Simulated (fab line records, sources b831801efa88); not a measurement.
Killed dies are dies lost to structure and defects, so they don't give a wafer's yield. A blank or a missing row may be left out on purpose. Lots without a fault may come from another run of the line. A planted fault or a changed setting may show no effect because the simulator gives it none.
fab line records | flow sky130
record lots=5 wafers=15 last_day=50
route steps=708 shown VIA1@472 METAL2@483 VIA2@507 PAD_OPEN@708
lots that met no fault: from a run of the same line without faults
start_h: hours from the record's first day to the start of the lot's first wafer shown | wait_h: hours since the lot's step before | " the same as in the row above | L1.1+2: a row that stands for several wafers | - no value, or no start given | * or withheld: withheld | < > ~ a bound
route shown NAME@n: a module of which the file shows steps, and the number in the route of the first | usual: mean/standard deviation of fault-free wafers | same: alike in all rows | chamber/n: place in a boat | sites: the reading at each site | _std_site: their standard deviation | _edge_site: outer sites' mean less inner sites' | radius_mm: how far each site lies from the wafer's centre | mask NAME#n: copy n | behind: the tool/chamber that last shaped the wafer | hold: why the lot was held/for how many hours/how that ended | device: the transistor (n, p or np) that didn't switch | end of line: the same wafers' tests at the end of the route | a step without rows: its recipe alone | killed: dies lost to structure and defects at the first sort, not the wafer's yield | map: a wafer's dies, x killed, . not, _ none there
set.NAME: the setting as run; set.NAME@STEP: as run at that earlier step | model.NAME: the simulator's own value behind a step, which no gauge read
lots at some steps of the route; a table a step, a row a wafer
services: from which hour (start_h, from the record's first day; less than 0 if before it) a tool's chamber was out of use, for how many hours, and why
## steps
# step SKY_VIA1_ETCH_14
# recipe chemistry=N2/H2 target=BARC ion_energy_ev=200 source_w=500 bias_w=100 pressure_mtorr=30 n2_flow_sccm=100 h2_flow_sccm=200 stop_on=SiO2 time_s=45.9 target_depth_a=600
# usual drypump_motor_current_A=5.8/0.32 oes_product_au=0.856/0.0053 throttle_valve_pct=13.224/0.0095
# columns lot.wafer tool chamber start_h wait_h drypump_motor_current_A oes_product_au rf_hours_counter_h throttle_valve_pct
L710.2 rie_diel-02 2 807.78 0.0 5.7 0.864 13 13.219
L710.3 " 3 " " 5.0 0.860 17 13.228
L710.6 " 3 " " 5.0 0.858 - 13.218
L721.2 rie_diel-02 2 891.64 0.0 5.8 0.863 16 13.207
L721.5 " 2 " " 5.8 0.856 - 13.225
L721.6 " 3 " " 5.0 0.858 - 13.223
L725.1 rie_diel-04 3 928.14 0.0 5.6 0.857 20 13.236
L725.2 " 1 " " 5.7 0.843 24 13.233
L725.3 " 2 " " 6.0 0.855 20 13.246
L727.1 rie_diel-01 1 969.04 0.0 5.7 0.854 17 13.217
L727.2 " 2 " " 5.7 0.856 19 13.216
L727.5 " 2 " " 5.7 0.863 - 13.218
L728.2 rie_diel-01 1 970.88 0.0 5.7 0.847 17 13.214
L728.4 " 2 " " 5.7 0.849 19 13.222
L728.5 " 3 " " 5.6 0.854 - 13.215
# step SKY_VIA1_ETCH_15
# recipe target=SiO2 chemistry=C4F8/O2/Ar target_depth_nm=351 stop_on=TiN mask_material=KrF-thick source_w=1500 bias_w=1200 pressure_mtorr=40 c4f8_flow_sccm=withheld O2_flow_sccm=6 Ar_flow_sccm=300 time_s=54
# step SKY_VIA1_STRIP_16
# recipe chemistry=O2/N2 power_w=1400 pressure_mtorr=1500 platen_temp_c=withheld o2_flow_sccm=3000 n2_flow_sccm=300 overash_fraction=0.5
# step SKY_VIA1_STRIP_17
# recipe chemistry=post_etch_residue_remover time_s=1200 temp_c=72.5
# step SKY_VIA1_CLEAN_18
# recipe chemistry=IPA time_s=180 temp_c=25
# step SKY_VIA1_CLEAN_19
# recipe chemistry=O3/DIW dry=n2_spin
# step SKY_VIA1_SPUTTER_20
# recipe material=TiN target_thk_nm=20 chamber_pressure_pa=5 power_w=4000 time_s=80
# usual throttle_valve_pct=30.3/0.82
# columns lot.wafer tool chamber start_h wait_h throttle_valve_pct
L710.2 pvd_sputter-02 - 808.50 0.0 31.4
L710.3 " - " " 29.3
L710.6 " - " " 29.5
L721.2 pvd_sputter-01 - 892.34 0.0 31.2
L721.5 " - " " 30.6
L721.6 " - " " 29.0
L725.1 pvd_sputter-01 - 928.83 0.0 30.3
L725.2 " - " " 30.9
L725.3 " - " " 29.5
L727.1 pvd_sputter-04 - 969.74 0.0 29.4
L727.2 " - " " 30.7
L727.5 " - " " 30.9
L728.2 pvd_sputter-04 - 971.60 0.0 29.3
L728.4 " - " " 30.8
L728.5 " - " " 29.4
# step SKY_VIA1_CVD_21
# recipe material=W target_thk_nm=270 time_s=80.902 temp_c=400 pressure_torr=40
# step SKY_VIA1_RS_MEAS_22
# recipe thk_meas_gauge=four-point-probe reads=W_of_VIA1_CVD_21+TiN_of_VIA1_SPUTTER_20
# usual VIA1_W_RS=0.426/0.007
# columns lot.wafer tool chamber start_h wait_h VIA1_W_RS[ohm/sq]
L710.2 film_metro-02 - 808.68 0.1 0.432
L710.3 " - " " 0.423
L710.6 " - " " 0.424
L721.2 film_metro-04 - 892.51 0.1 0.434
L721.5 " - " " 0.430
L721.6 " - " " 0.427
L725.1 film_metro-04 - 928.98 0.1 0.433
L725.2 " - " " 0.422
L725.3 " - " " 0.421
L727.1 film_metro-02 - 969.89 0.1 0.433
L727.2 " - " " 0.421
L727.5 " - " " 0.437
L728.2 film_metro-02 - 971.77 0.1 0.412
L728.4 " - " " 0.416
L728.5 " - " " 0.414
# step SKY_VIA1_THK_MEAS_23
# recipe thk_meas_gauge=xrf reads=W_of_VIA1_CVD_21
# usual VIA1_W_THK=268/4.7
# columns lot.wafer tool chamber start_h wait_h VIA1_W_THK[nm]
L710.2 film_metro-02 - 808.79 0.1 269
L710.3 " - " " 276
L710.6 " - " " 274
L721.2 film_metro-04 - 892.62 0.1 260
L721.5 " - " " 263
L721.6 " - " " 263
L725.1 film_metro-04 - 929.10 0.1 261
L725.2 " - " " 270
L725.3 " - " " 268
L727.1 film_metro-02 - 970.01 0.1 265
L727.2 " - " " 272
L727.5 " - " " 262
L728.2 film_metro-02 - 971.88 0.1 277
L728.4 " - " " 276
L728.5 " - " " 277
# step SKY_VIA1_CMP_24
# recipe stop_on=SiO2 t_overpolish_s=15 down_force_psi=3.5 platen_rpm=60 target_thk_nm=0 pad_velocity_m_s=0.94248
# step SKY_METAL2_SPUTTER_00
# recipe material=Ti target_thk_nm=15 power_w=3000 time_s=10 chamber_pressure_pa=0.4
# step SKY_METAL2_SPUTTER_01
# recipe material=TiN target_thk_nm=20 power_w=6500 time_s=16.7 chamber_pressure_pa=0.4
# usual throttle_valve_pct=30.2/0.67
# columns lot.wafer tool chamber start_h wait_h throttle_valve_pct
L710.2 pvd_sputter-04 - 809.16 0.0 29.4
L710.3 " - " " 31.0
L710.6 " - " " 30.9
L721.2 pvd_sputter-04 - 892.99 0.0 30.6
L721.5 " - " " 30.8
L721.6 " - " " 30.8
L725.1 pvd_sputter-03 - 929.48 0.0 29.6
L725.2 " - " " 30.6
L725.3 " - " " 30.3
L727.1 pvd_sputter-04 - 970.39 0.0 30.7
L727.2 " - " " 29.3
L727.5 " - " " 29.3
L728.2 pvd_sputter-02 - 972.25 0.0 29.5
L728.4 " - " " 30.8
L728.5 " - " " 29.4
# step SKY_METAL2_SPUTTER_02
# recipe material=AlCu target_thk_nm=250 power_w=10600 time_s=13.3 chamber_pressure_pa=0.4
# usual throttle_valve_pct=30.2/0.66
# columns lot.wafer tool chamber start_h wait_h throttle_valve_pct
L710.2 pvd_sputter-04 - 809.18 0.0 29.5
L710.3 " - " " 31.0
L710.6 " - " " 30.7
L721.2 pvd_sputter-04 - 893.02 0.0 30.8
L721.5 " - " " 30.8
L721.6 " - " " 30.6
L725.1 pvd_sputter-03 - 929.51 0.0 29.8
L725.2 " - " " 30.6
L725.3 " - " " 29.8
L727.1 pvd_sputter-04 - 970.42 0.0 30.9
L727.2 " - " " 29.4
L727.5 " - " " 29.4
L728.2 pvd_sputter-02 - 972.28 0.0 29.5
L728.4 " - " " 30.5
L728.5 " - " " 29.4
# step SKY_METAL2_SPUTTER_03
# recipe material=Ti target_thk_nm=5 power_w=3000 time_s=3.3 chamber_pressure_pa=0.4
# step SKY_METAL2_SPUTTER_04
# recipe material=TiN target_thk_nm=70 power_w=6500 time_s=58.3 chamber_pressure_pa=0.4
# step SKY_METAL2_RS_MEAS_05
# recipe thk_meas_gauge=four-point-probe reads=TiN_of_METAL2_SPUTTER_04+Ti_of_METAL2_SPUTTER_03+AlCu_of_METAL2_SPUTTER_02+TiN_of_METAL2_SPUTTER_01+Ti_of_METAL2_SPUTTER_00
# usual METAL2_ALCU_RS=0.1269/0.0017
# columns lot.wafer tool chamber start_h wait_h METAL2_ALCU_RS[ohm/sq]
L710.2 film_metro-01 - 809.30 0.0 0.1241
L710.3 " - " " 0.1295
L710.6 " - " " 0.1279
L721.2 film_metro-01 - 893.13 0.0 0.1273
L721.5 " - " " 0.1268
L721.6 " - " " 0.1261
L725.1 film_metro-02 - 929.60 0.0 0.1287
L725.2 " - " " 0.1304
L725.3 " - " " 0.1290
L727.1 film_metro-01 - 970.51 0.0 0.1291
L727.2 " - " " 0.1263
L727.5 " - " " 0.1255
L728.2 film_metro-04 - 972.39 0.0 0.1291
L728.4 " - " " 0.1253
L728.5 " - " " 0.1293
# step SKY_METAL2_THK_MEAS_06
# recipe thk_meas_gauge=xrf reads=AlCu_of_METAL2_SPUTTER_02
# usual METAL2_ALCU_THK=248/3.6
# columns lot.wafer tool chamber start_h wait_h METAL2_ALCU_THK[nm]
L710.2 film_metro-01 - 809.41 0.1 253
L710.3 " - " " 244
L710.6 " - " " 247
L721.2 film_metro-01 - 893.24 0.1 250
L721.5 " - " " 248
L721.6 " - " " 250
L725.1 film_metro-02 - 929.72 0.1 246
L725.2 " - " " 242
L725.3 " - " " 244
L727.1 film_metro-01 - 970.63 0.1 241
L727.2 " - " " 250
L727.5 " - " " 250
L728.2 film_metro-04 - 972.50 0.1 242
L728.4 " - " " 249
L728.5 " - " " 242
# step SKY_METAL2_DEHYDRATE_07
# recipe temp_c=200 time_s=60
# step SKY_METAL2_HMDS_08
# recipe prime_time_s=60 prime_temp_c=120
# step SKY_METAL2_COAT_09
# recipe resist=BARC temp_c=withheld time_s=withheld spin_rpm=3000 resist_thk_nm=60
# step SKY_METAL2_COAT_10
# recipe resist=KrF-thick spin_rpm=3000 resist_thk_nm=450
# step SKY_METAL2_SOFTBAKE_11
# recipe temp_c=100 time_s=87.36 resist=KrF-thick
# step SKY_METAL2_EXPOSE_12
# recipe mask_id=MM2 na=0.8 source_shape=annular sigma_inner=0.55 sigma_outer=0.85 target_cd_nm=140 dose_mj=28
# step SKY_METAL2_PEB_13
# recipe peb_temp_c=withheld peb_time_s=withheld resist=KrF-thick
# step SKY_METAL2_DEVELOP_14
# recipe develop_time_s=60 resist=KrF-thick dev_temp_c=21
# step SKY_METAL2_CD_MEAS_15
# recipe target_cd_nm=140
# usual cd_nm=139.7/1.8
# columns lot.wafer tool chamber start_h wait_h cd_nm
L710.2 cd_sem-01 - 835.66 - 141.6
L710.3 " - " " 143.3
L710.6 " - " " 141.3
L721.2 cd_sem-02 - 918.34 - 136.4
L721.5 " - " " 136.5
L721.6 " - " " 138.0
L725.1 cd_sem-01 - 954.72 - 142.4
L725.2 " - " " 142.3
L725.3 " - " " 141.1
L727.1 cd_sem-02 - 993.60 - 138.0
L727.2 " - " " 138.6
L727.5 " - " " 138.3
L728.2 cd_sem-02 - 995.72 - 138.8
L728.4 " - " " 140.8
L728.5 " - " " 139.6
# step SKY_METAL2_OVL_MEAS_16
# usual METAL2_OVL=-4/5.9
# columns lot.wafer tool chamber start_h wait_h METAL2_OVL[nm]
L710.2 overlay-01 - 835.76 0.1 -3
L710.3 " - " " 0
L710.6 " - " " -11
L721.2 overlay-01 - 918.45 0.1 7
L721.5 " - " " -4
L721.6 " - " " -2
L725.1 overlay-01 - 954.84 0.1 5
L725.2 " - " " -9
L725.3 " - " " -4
L727.1 overlay-01 - 993.72 0.1 -17
L727.2 " - " " -6
L727.5 " - " " -4
L728.2 overlay-01 - 995.83 0.1 -1
L728.4 " - " " -10
L728.5 " - " " -3
# step SKY_METAL2_DESCUM_17
# recipe chemistry=O2 source_power_w=150 bias_power_w=0 pressure_mtorr=10 temp_c=40 time_s=8
# step SKY_METAL2_ETCH_18
# recipe chemistry=N2/H2 target=BARC ion_energy_ev=200 bias_w=100 pressure_mtorr=30 n2_flow_sccm=100 h2_flow_sccm=200 icp_w=500 stop_on=SiO2 time_s=45.9 target_depth_a=600
# usual drypump_motor_current_A=6.0/0.5 oes_product_au=0.855/0.0045 throttle_valve_pct=13.226/0.0087
# columns lot.wafer tool chamber start_h wait_h drypump_motor_current_A oes_product_au rf_hours_counter_h throttle_valve_pct
L710.2 rie_metal-01 1 835.82 0.0 5.0 0.857 0 13.219
L710.3 " 0 " " 5.8 0.856 - 13.226
L710.6 " 0 " " 5.8 0.855 - 13.231
L721.2 rie_metal-03 0 918.51 0.0 6.3 0.856 14 13.228
L721.5 " 0 " " 6.3 0.849 - 13.218
L721.6 " 1 " " 5.8 0.848 - 13.225
L725.1 rie_metal-03 0 954.91 0.0 6.3 0.854 15 13.220
L725.2 " 1 " " 5.8 0.861 7 13.213
L725.3 " 1 " " 5.8 0.850 - 13.233
L727.1 rie_metal-01 1 993.79 0.0 5.0 0.846 8 13.213
L727.2 " 0 " " 5.8 0.854 9 13.232
L727.5 " 0 " " 5.7 0.855 - 13.219
L728.2 rie_metal-03 0 995.89 0.0 6.3 0.852 17 13.238
L728.4 " 0 " " 6.3 0.854 - 13.226
L728.5 " 0 " " 6.3 0.860 - 13.240
# step SKY_METAL2_METAL_ETCH_19
# recipe target_depth_a=3600 stop_on=SiO2 over_etch_frac=0.3 time_s=78 chemistry=Cl2/BCl3 resist_sidewall_deg=88 pressure_mtorr=10 icp_w=900 bias_w=48.5 Cl2_flow_sccm=60 bcl3_flow_sccm=30
# step SKY_METAL2_STRIP_20
# recipe chemistry=O2/N2 power_w=1400 pressure_mtorr=1500 platen_temp_c=withheld o2_flow_sccm=3000 n2_flow_sccm=300 overash_fraction=0.5
# usual drypump_motor_current_A=6.0/0.5 oes_product_au=0.342/0.005 strip_time_to_endpoint_s=2.68/0.053
# columns lot.wafer tool chamber start_h wait_h drypump_motor_current_A oes_product_au rf_hours_counter_h strip_time_to_endpoint_s
L710.2 plasma_asher-02 1 835.98 0.1 6.5 0.340 40 2.66
L710.3 " 1 " " 6.5 0.341 - 2.63
L710.6 " 0 " " 5.2 0.340 - 2.65
L721.2 plasma_asher-04 1 918.66 0.1 5.4 0.342 76 2.77
L721.5 " 1 " " 5.4 0.341 - 2.72
L721.6 " 0 " " 6.5 0.342 - 2.62
L725.1 plasma_asher-04 0 955.06 0.1 6.5 0.346 81 2.68
L725.2 " 1 " " 5.3 0.349 81 2.65
L725.3 " 0 " " 6.5 0.335 - 2.65
L727.1 plasma_asher-01 1 993.95 0.1 6.5 0.339 27 2.75
L727.2 " 0 " " 5.8 0.345 27 2.69
L727.5 " 0 " " 5.8 0.344 - 2.72
L728.2 plasma_asher-01 1 996.05 0.1 6.4 0.338 28 2.69
L728.4 " 0 " " 5.8 0.347 - 2.69
L728.5 " 0 " " 5.8 0.342 - 2.69
# step SKY_METAL2_STRIP_21
# recipe chemistry=post_etch_residue_remover time_s=1200 temp_c=72.5
# step SKY_METAL2_CLEAN_22
# recipe chemistry=IPA time_s=180 temp_c=25
# step SKY_METAL2_CLEAN_23
# recipe chemistry=O3/DIW dry=n2_spin
# step SKY_VIA2_HDPCVD_00
# recipe material=SiO2 target_thk_nm=1180 sigma_open_frac=0.3 time_s=196.7 temp_c=400 sih4_flow_sccm=60 pressure_mtorr=6
# step SKY_VIA2_THK_MEAS_01
# recipe reads=SiO2_of_VIA2_HDPCVD_00
# usual VIA2_HDPCVD_THK=1185/16
# columns lot.wafer tool chamber start_h wait_h VIA2_HDPCVD_THK[nm]
L710.2 film_metro-01 - 836.70 0.1 1184
L710.3 " - " " 1170
L710.6 " - " " 1170
L721.2 film_metro-03 - 919.40 0.1 1188
L721.5 " - " " 1196
L721.6 " - " " 1184
L725.1 film_metro-04 - 955.79 0.1 1188
L725.2 " - " " 1207
L725.3 " - " " 1194
L727.1 film_metro-04 - 994.67 0.1 1185
L727.2 " - " " 1157
L727.5 " - " " 1158
L728.2 film_metro-04 - 996.86 0.1 1185
L728.4 " - " " 1192
L728.5 " - " " 1164
# step SKY_VIA2_CMP_02
# recipe material=SiO2 down_force_psi=4 platen_rpm=60 pad_velocity_m_s=0.94248
# step SKY_VIA2_BOW_MEAS_03
# recipe mode=bow
# usual VIA2_BOW=86/7
# columns lot.wafer tool chamber start_h wait_h VIA2_BOW[um]
L710.2 film_metro-03 - 837.07 0.1 75
L710.3 " - " " 77
L710.6 " - " " 81
L721.2 film_metro-04 - 919.77 0.2 90
L721.5 " - " " 88
L721.6 " - " " 80
L725.1 film_metro-03 - 956.15 0.1 91
L725.2 " - " " 88
L725.3 " - " " 84
L727.1 film_metro-04 - 995.03 0.1 88
L727.2 " - " " 80
L727.5 " - " " 89
L728.2 film_metro-03 - 997.23 0.2 85
L728.4 " - " " 80
L728.5 " - " " 73
# step SKY_VIA2_DEHYDRATE_04
# recipe temp_c=200 time_s=60
# step SKY_VIA2_HMDS_05
# recipe prime_time_s=60 prime_temp_c=120
# step SKY_VIA2_COAT_06
# recipe resist=BARC temp_c=withheld time_s=withheld spin_rpm=3000 resist_thk_nm=60
# step SKY_PAD_OPEN_PROBE_99
# usual defect_limited_yield=82.3/2 killed_at_M0_to_M3=43/6.8 killed_at_M4_up=3.2/1.9 killed_at_contacts=24/5 killed_at_front_end=16/4.9 killed_at_other=0.4/0.76 killed_dies=87/10 killed_open=47/7.3 killed_short=39/6.2 sort_bin_3_pad_short=0.9/0.4 sort_bin_5_function=10.5/1.5 sort_bin_6_memory=6.4/1.2 sort_n_pass=405/10 sort_yield_pct=82.3/2
# same gross_dies=492 killed_at_back_side=0 sort_bin_4_leakage[%]=0 sort_bin_8_speed[%]=0
# columns lot.wafer tool chamber start_h wait_h defect_limited_yield[%] killed_at_M0_to_M3 killed_at_M4_up killed_at_contacts killed_at_front_end killed_at_other killed_dies killed_open killed_short sort_bin_3_pad_short[%] sort_bin_5_function[%] sort_bin_6_memory[%] sort_n_pass sort_yield_pct[%] model.etest.tester.sort_n_pass model.etest.tester.sort_yield_pct model.etest.tester.sort_bin_5_pct model.etest.tester.sort_bin_3_pct
L710.2 prober-01 - 1087.66 0.1 72.4 101 2 25 7 1 136 38 31 3.7 19.1 4.9 356 72.4 356 72.36 19.11 3.659
L710.3 prober-01 - 1087.71 0.2 83.9 43 5 18 12 1 79 34 43 1.2 10.4 4.5 413 83.9 413 83.94 10.37 1.22
L710.6 prober-01 - 1087.86 0.2 82.1 44 3 27 14 0 88 46 40 1.2 10.4 6.3 404 82.1 404 82.11 10.37 1.22
L725.1 prober-02 - 1176.20 0.1 81.5 52 1 19 19 0 91 46 45 0.6 11.6 6.3 401 81.5 401 81.5 11.59 0.6098
L725.2 prober-02 - 1176.25 0.1 79.3 56 3 27 15 1 102 66 35 0.4 14.0 6.3 390 79.3 390 79.27 14.02 0.4065
L725.3 prober-02 - 1176.30 0.2 80.3 53 3 21 20 0 97 49 48 1.0 11.6 7.1 395 80.3 395 80.28 11.59 1.016
L727.1 prober-01 - 1200.96 0.1 78.5 59 5 26 16 0 106 57 49 1.2 14.4 5.9 386 78.5 386 78.46 14.43 1.22
L727.2 prober-01 - 1201.01 0.1 86.4 41 3 12 11 0 67 37 30 0.4 9.1 4.1 425 86.4 425 86.38 9.146 0.4065
L727.5 prober-01 - 1201.16 0.2 82.3 45 4 15 23 0 87 45 42 0.6 9.8 7.3 405 82.3 405 82.32 9.756 0.6098
L728.2 prober-01 - 1203.74 0.1 83.9 40 8 17 13 1 79 40 39 1.4 8.7 5.9 413 83.9 413 83.94 8.74 1.423
L728.4 prober-01 - 1203.84 0.2 81.9 43 7 28 11 0 89 52 37 0.4 9.3 8.3 403 81.9 403 81.91 9.35 0.4065
L728.5 prober-01 - 1203.89 0.2 82.7 40 6 23 16 0 85 50 35 0.8 10.2 6.3 407 82.7 407 82.72 10.16 0.813
# killed by level:class
L710.2 METAL2:unspecified=66 VIA1:geometric_particle:open=11 LI_CONTACT:geometric_particle:open=8 METAL1:geometric_particle:short=6 CONTACT:geometric_particle:short=5 VIA2:geometric_particle:open=5 LI_CONTACT:geometric_particle:short=4 POLY_GATE:geometric_particle:open=3
L710.3 VIA1:geometric_particle:open=10 METAL1:geometric_particle:short=7 FIELD_ISO:geometric_particle:open=6 CONTACT:geometric_particle:short=6 VIA1:geometric_particle:short=6 VIA2:geometric_particle:open=5 VIA3:geometric_particle:open=4 LI_CONTACT:geometric_particle:open=4
L710.6 VIA1:geometric_particle:open=12 LI_CONTACT:geometric_particle:open=9 LOCAL_INTERCONNECT:geometric_particle:short=6 CONTACT:geometric_particle:open=5 METAL1:geometric_particle:open=5 VIA2:geometric_particle:short=5 VIA1:geometric_particle:short=4 LI_CONTACT:geometric_particle:short=4
L725.1 VIA2:geometric_particle:open=8 METAL1:geometric_particle:short=8 VIA1:geometric_particle:open=8 VIA3:geometric_particle:open=7 CONTACT:geometric_particle:open=7 POLY_GATE:geometric_particle:open=6 VIA3:geometric_particle:short=6 VIA1:geometric_particle:short=5
L725.2 VIA1:geometric_particle:open=16 CONTACT:geometric_particle:open=11 VIA2:geometric_particle:open=10 LI_CONTACT:geometric_particle:open=9 VIA3:geometric_particle:open=9 FIELD_ISO:geometric_particle:short=6 METAL1:geometric_particle:short=6 VIA2:geometric_particle:short=5
L725.3 VIA1:geometric_particle:open=12 VIA2:geometric_particle:open=8 POLY_GATE:geometric_particle:open=6 LOCAL_INTERCONNECT:geometric_particle:short=6 METAL2:geometric_particle:short=6 VIA3:geometric_particle:open=6 FIELD_ISO:geometric_particle:short=5 LI_CONTACT:geometric_particle:open=5
L727.1 VIA1:geometric_particle:open=15 VIA3:geometric_particle:open=10 LI_CONTACT:geometric_particle:open=9 CONTACT:geometric_particle:short=9 VIA3:geometric_particle:short=8 METAL2:geometric_particle:short=7 VIA2:geometric_particle:open=6 POLY_GATE:geometric_particle:short=5
L727.2 VIA1:geometric_particle:open=13 METAL1:geometric_particle:short=11 VIA2:geometric_particle:open=6 FIELD_ISO:geometric_particle:open=4 LI_CONTACT:geometric_particle:open=4 METAL3:geometric_particle:short=4 CONTACT:geometric_particle:open=3 VIA3:geometric_particle:short=3
L727.5 VIA1:geometric_particle:open=7 POLY_GATE:geometric_particle:short=5 CONTACT:geometric_particle:open=5 LI_CONTACT:geometric_particle:open=5 VIA2:geometric_particle:open=5 METAL1:geometric_particle:short=5 VIA1:geometric_particle:short=5 VIA3:geometric_particle:open=5
L728.2 VIA3:geometric_particle:open=7 VIA2:geometric_particle:open=7 METAL4:geometric_particle:short=7 FIELD_ISO:geometric_particle:open=5 METAL2:geometric_particle:short=5 CONTACT:geometric_particle:open=5 VIA1:geometric_particle:open=5 LOCAL_INTERCONNECT:geometric_particle:short=4
L728.4 VIA3:geometric_particle:open=12 VIA1:geometric_particle:open=9 CONTACT:geometric_particle:open=8 LOCAL_INTERCONNECT:geometric_particle:short=7 METAL1:geometric_particle:short=7 LI_CONTACT:geometric_particle:open=6 FIELD_ISO:geometric_particle:open=4 CONTACT:geometric_particle:short=4
L728.5 VIA3:geometric_particle:open=11 CONTACT:geometric_particle:open=10 POLY_GATE:geometric_particle:open=7 CONTACT:geometric_particle:short=6 VIA1:geometric_particle:open=6 METAL2:geometric_particle:short=6 FIELD_ISO:geometric_particle:short=4 LI_CONTACT:geometric_particle:open=4
# map L710.2 (x killed, . not)
__________.x........_________
________....xxx....x.._______
______x.xxxxxxxxx......._____
_____x...xxxxxxxx......x.____
____....xxxxxxxxxx.x......___
___.....xxxxxxxxxx.x.......__
__......xxxxxxxxxx.x.x......_
_..xx....xxxxxxxxx....x...x.x
_.x..x...xxxxxxxx.x.x....x...
_....x......xxxx............x
_........xx.x......x.......xx
_............................
_.........x..xx..........x.xx
_x.......x..x................
_...xx..x............x.x.....
__..x...x..x.x.............._
___.........x.x............__
____............xx........___
_____..x....xx.x.........____
______...x..x.......x..x_____
________xx.x.x.....x.x_______
__________x....x...._________
# map L727.1 (x killed, . not)
__________.xx..x.x.._________
________x......xx...x._______
______..xx.........x...x_____
_____....x.......x.....x.____
____x.x....x.x............___
___....x...x.xx...........x__
__.....x.....x.............._
_.....x...........x.xx....xx.
_.x....x..x..........x..x....
_...x...xxx.x..xx......x.....
_x.x.x...xxxxx......x.xx..x.x
_x.....x..............xxx.x..
_..x.x......x.........x.xx...
_........xx..x......xx....x..
_.......x.....x..x.x........x
__....x...x................._
___..x......x....x..xx..x..__
____......x.x..xx.........___
_____...xx.x.xx.........x____
______....x.........x..x_____
________.....x....x.x._______
__________........x._________
## services
# columns tool chamber start_h hours kind
rie_diel-04 3 785.62 1.3 repair
rie_diel-02 1 800.10 1.3 repair
rie_diel-01 0 801.21 7.3 repair
pvd_sputter-03 - 816.46 1.0 repair
rie_metal-03 - 820.65 0.4 repair
plasma_asher-04 - 822.83 26.3 repair
rie_diel-02 3 823.65 17.4 repair
plasma_asher-04 - 830.65 1.9 repair
pvd_sputter-04 - 848.46 4.0 repair
pvd_sputter-04 - 848.78 3.6 repair
plasma_asher-04 - 849.17 2.8 pm
rie_diel-04 2 851.65 6.2 repair
rie_diel-04 - 864.37 2.8 pm
pvd_sputter-01 - 873.09 9.9 repair
rie_diel-04 0 886.69 42.2 repair
rie_metal-03 0 888.68 1.4 repair
plasma_asher-02 - 899.09 0.3 repair
pvd_sputter-03 - 904.31 11.2 repair
plasma_asher-02 - 918.99 50.4 repair
rie_diel-02 - 947.96 2.8 pm
plasma_asher-02 - 952.40 1.0 repair
pvd_sputter-01 - 953.83 4.6 repair
rie_diel-01 - 963.78 0.8 repair
pvd_sputter-04 - 988.84 52.3 repair
## key
first_sign step=SKY_PAD_OPEN_PROBE_99 reading=killed_at_M0_to_M3 direction=up sigmas=8.5 usual=43 struck=101
effect step=SKY_PAD_OPEN_PROBE_99 reading=sort_bin_3_pad_short direction=up sigmas=7 usual=0.9 struck=3.7
model_effect step=SKY_PAD_OPEN_PROBE_99 value=etest.tester.sort_n_pass without=414 struck=356
met_at SKY_METAL2_SPUTTER_01
struck_wafers L710.2
fault kind=chamber_particle_source tool=pvd_sputter-04 chamber=- onset_h=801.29 steps=SKY_METAL2_SPUTTER_01 rate_per_visit_cm2=1.6861 end_h=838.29 scope=struck_wafers_only
